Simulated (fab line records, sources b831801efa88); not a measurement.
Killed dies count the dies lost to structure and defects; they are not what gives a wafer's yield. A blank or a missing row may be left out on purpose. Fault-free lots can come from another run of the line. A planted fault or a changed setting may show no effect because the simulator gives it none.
Chamber matching | flow gf180mcu | 4 sister chambers for GF_STI_ETCH_14 on rie-si-01
The step etches Si in HBr/Cl2/O2, target depth 360 nm, time 102.9 s. 4 wafers are shown with their chamber, then 7 later ones without.

## EACH WAFER AND ITS CHAMBER
wafer  | chamber | oes-product-au (a.u.)
L145.5 | 1       | 1.003
L155.6 | 2       | 1.005
L160.3 | 3       | 0.994
L160.4 | 0       | 0.992

## WAFERS MISSING THEIR CHAMBER
wafer  | oes-product-au (a.u.)
L160.5 | 1.003
L161.2 | 0.991
L161.3 | 1.000
L161.4 | 1.006
L162.1 | 0.984
L162.2 | 0.986
L162.3 | 0.999

## WHICH CHAMBER EACH WENT THROUGH
wafer  | from the rows above               | in truth
L160.5 | can't be placed: 1 or 2           | 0
L161.2 | can't be placed: 0 or 3           | 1
L161.3 | can't be placed: 1 or 2 or 3 or 0 | 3
L161.4 | can't be placed: 2 or 1           | 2
L162.1 | can't be placed: 0 or 3           | 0
L162.2 | can't be placed: 0 or 3           | 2
L162.3 | can't be placed: 1 or 3 or 2 or 0 | 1
Placed correctly: 0 of 7. Cannot be placed on the basis of these rows: 7; the candidates contain the true chamber in 4. Wrongly placed: 0.
How it was worked out, from the rows above alone: a wafer's distance from a chamber is the root of the sum, over the readings, of the square of ((its reading less the chamber's mean) divided by the reading's scatter). If the next closest chamber is less than 2 further off than the closest, the wafer can't be placed; otherwise it belongs to the closest. Each chamber's mean is taken over the wafers shown for it. The scatter (one wafer shown for each chamber): square how far every hidden wafer sits from the nearest shown wafer, average those squares and take the square root.
